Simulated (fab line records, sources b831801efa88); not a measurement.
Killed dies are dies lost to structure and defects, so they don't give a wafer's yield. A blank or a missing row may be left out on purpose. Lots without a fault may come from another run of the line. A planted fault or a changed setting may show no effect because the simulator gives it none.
Problem report in the 8D (eight disciplines) form, filled by code | flow gf180mcu | the parts of the form that need people (team, actions taken, sign-off) are left out

1. THE PROBLEM
oes_product_au at GF_POLY_GATE_ETCH_13 reads a mean of 0.798 a.u. on 3 wafers of 2 lots; wafers without a fault read 0.987 a.u. with a standard deviation of 0.0074. That is -25 standard deviations from the usual mean.
The step: etches poly-Si in HBr/Cl2, stops on SiO2, target depth 198.5 nm, time 69.6 s.
First seen on wafer L499.2, day 11 06:43, on rie_si-02. The record holds 39 wafers of 13 lots with a number at this step. Rule for "out", or "out of limits": more than 4 standard deviations from the usual mean. The other wafers with a number count as sound.

2. WHAT IT IS AND WHAT IT IS NOT
question                    | is                     | is not
which readings at this step | oes_product_au         | drypump_motor_current_A, throttle_valve_pct
which lots                  | L499, L501             | L492, L493, L495, L496, L498, L510, L511, L512, L513, L514, L515
which wafers of those lots  | L499.2, L499.6, L501.6 | L499.4, L501.1, L501.4
read on which tools         | rie_si-02              | rie_si-01
when                        | from day 11 06:43      | up to then (16 sound wafers); but 20 sound wafers of L501, L510, L511, L512, L513, L514, L515 came after

3. SUSPECTS, AND WHAT RULES EACH OUT
Counting: a tool at a process step up to the reading stays a suspect if it ran every lot that is out. Sound lots after the first of them don't rule it out here, since some wafers of a struck lot are sound.
- rie_si-02 at GF_POLY_GATE_ETCH_13 (etches poly-Si in HBr/Cl2, stops on SiO2, target depth 198.5 nm, time 69.6 s): kept. It ran every lot that is out, first L499 (day 11 06:43); its last sound lot up to then is L498 (day 11 00:10). Its own readings are out on those wafers: oes_product_au.
Left after counting: rie_si-02 at GF_POLY_GATE_ETCH_13.

4. THE CAUSE (what the simulator had put in)
Process parameter drift: rie_si-02, from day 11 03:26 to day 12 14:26, at GF_POLY_GATE_ETCH_13. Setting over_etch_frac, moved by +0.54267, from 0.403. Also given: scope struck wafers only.
Counting left only this tool.

5. THE CHAIN OF EFFECTS, in route order
Each row: a reading whose mean over the struck wafers that have a number lies more than 3 standard deviations from the usual. Only readings for which the record gives a usual standard deviation are gone through. hours: the time from each lot's start at the first step in this table that gives one to its start at this step, as a median over the lots. sigmas: the change in usual standard deviations.
hours | step                 | reading        | usual      | on struck wafers | change | sigmas
0     | GF_POLY_GATE_ETCH_13 | oes_product_au | 0.987 a.u. | 0.798            | -0.189 | -25
The process steps in it:
- GF_POLY_GATE_ETCH_13: etches poly-Si in HBr/Cl2, stops on SiO2, target depth 198.5 nm, time 69.6 s.
Later measuring or inspecting steps at which every struck wafer that the step has a row for has a number for every such reading, and none has moved that far: GF_V3_THK_MEAS_03, GF_V3_RS_MEAS_24.

6. WHAT WOULD HAVE CAUGHT IT SOONER
In this record the first reading out of limits was taken at day 11 06:43, 3 hours after the fault began at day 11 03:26.
